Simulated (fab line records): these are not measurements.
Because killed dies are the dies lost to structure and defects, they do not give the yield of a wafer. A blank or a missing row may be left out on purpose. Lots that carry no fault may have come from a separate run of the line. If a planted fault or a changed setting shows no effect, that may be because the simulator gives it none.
Which tool was responsible? -- flow sky130 -- 14 lots, 42 wafers sampled, at 3 steps of a route of 708

WHAT EACH GAUGE READ, for each wafer
SKY_POLY_GATE_THK_MEAS_01. Usual: POLY_GATE_CVD_00_THK 179.8 nm, standard deviation 1.3.
lot,measured,on,POLY_GATE_CVD_00_THK (nm),flag
L617,day 14 03:40,filmMetro-02,179.7 178.6 180.1,
L618,day 14 14:42,filmMetro-03,181.3 180.2 181.1,
L619,day 14 19:19,filmMetro-02,179.5 177.7 178.5,
L620,day 15 10:41,filmMetro-02,177.0 177.8 178.6,
L621,day 15 16:15,filmMetro-03,177.3 177.0 178.4,
L622,day 16 01:49,filmMetro-03,178.2 178.2 178.1,
L624,day 16 12:19,filmMetro-02,180.5 180.6 180.6,
L623,day 16 13:50,filmMetro-01,179.6 180.8 180.5,
L625,day 16 23:04,filmMetro-02,179.1 180.6 180.5,
L633,day 20 14:43,filmMetro-01,180.6 180.3 180.8,
L632,day 20 19:15,filmMetro-02,180.0 179.9 181.8,
L635,day 21 01:02,filmMetro-03,180.9 182.1 182.1,
L636,day 21 06:30,filmMetro-02,178.9 178.3 178.7,
L637,day 21 15:20,filmMetro-01,179.4 179.3 179.8,

SKY_LDD_N_OVL_MEAS_07. Usual: LDD_N_OVL 0.4 nm, standard deviation 1.2.
lot,measured,on,LDD_N_OVL (nm),flag
L617,day 17 19:17,overlay-02,0.9 0.2 0.1,
L618,day 18 09:14,overlay-02,0.9 0.7 0.0,
L619,day 18 16:12,overlay-01,1.5 0.3 1.4,
L620,day 19 05:05,overlay-02,-1.1 -2.4 -0.3,
L621,day 19 13:34,overlay-02,1.0 1.7 1.8,
L622,day 19 21:49,overlay-02,-1.4 1.1 0.2,
L624,day 20 09:23,overlay-02,0.3 -0.3 0.5,
L623,day 20 12:53,overlay-01,0.0 -1.6 -0.1,
L625,day 21 00:24,overlay-02,0.0 0.6 0.2,
L633,day 24 14:31,overlay-01,0.7 1.9 1.2,
L632,day 24 20:46,overlay-02,-0.3 0.4 2.2,
L635,day 25 01:40,overlay-01,0.4 -0.4 -0.1,
L636,day 25 05:31,overlay-01,-4.0 -0.8 -0.7,
L637,day 25 13:53,overlay-02,3.0 2.6 0.8,

SKY_LDD_N_TW_MEAS_17. Usual: LDD_N_TW 2581, standard deviation 14.
lot,measured,on,LDD_N_TW,flag
L617,day 17 20:38,filmMetro-03,2566 2572 2569,
L618,day 18 10:35,filmMetro-01,2594 2573 2575,
L619,day 18 17:32,filmMetro-03,2581 2574 2577,
L620,day 19 06:26,filmMetro-01,2582 2584 2587,
L621,day 19 14:54,filmMetro-04,2590 2591 2593,
L622,day 19 23:09,filmMetro-01,2570 2582 2574,
L624,day 20 10:44,filmMetro-03,2565 2570 2566,
L623,day 20 14:14,filmMetro-03,2575 2572 2570,
L625,day 21 01:44,filmMetro-04,2570 2586 2584,
L633,day 24 15:51,filmMetro-04,2588 2598 2574,
L632,day 24 22:07,filmMetro-04,2587 2594 2594,
L635,day 25 03:00,filmMetro-04,2578 2597 2595,
L636,day 25 06:52,filmMetro-03,2577 2580 2582,
L637,day 25 15:13,filmMetro-04,2587 2603 2599,

TOOL THAT RAN EACH LOT (tool first, then ch and the chambers of the sampled wafers, then the start)
No process step before these readings appears in the record.

AS READ BY THE TOOLS THEMSELVES (means over the sampled wafers that have a number; for cases with no such wafer, the mark the record gives instead)
The record holds no such reading with a usual standard deviation.

THE ANSWER, worked out from the rows above alone
Rule: a lot counts as off when the mean over its wafers that have a number is more than 3 standard deviations away from the usual mean. Also off: a lot with no number at a reading for which 4 or more lots have one. All remaining lots with rows at the step are treated as sound. First the gauges in route order, then the tools' own readings, where a lot's mean is used as printed above. At the first step where some lot is off, the reading lying furthest off is the one used; lots without a number count as furthest.
None of the lots is off at any reading shown; this tells nothing.

WHAT WAS PUT IN BY THE SIMULATOR
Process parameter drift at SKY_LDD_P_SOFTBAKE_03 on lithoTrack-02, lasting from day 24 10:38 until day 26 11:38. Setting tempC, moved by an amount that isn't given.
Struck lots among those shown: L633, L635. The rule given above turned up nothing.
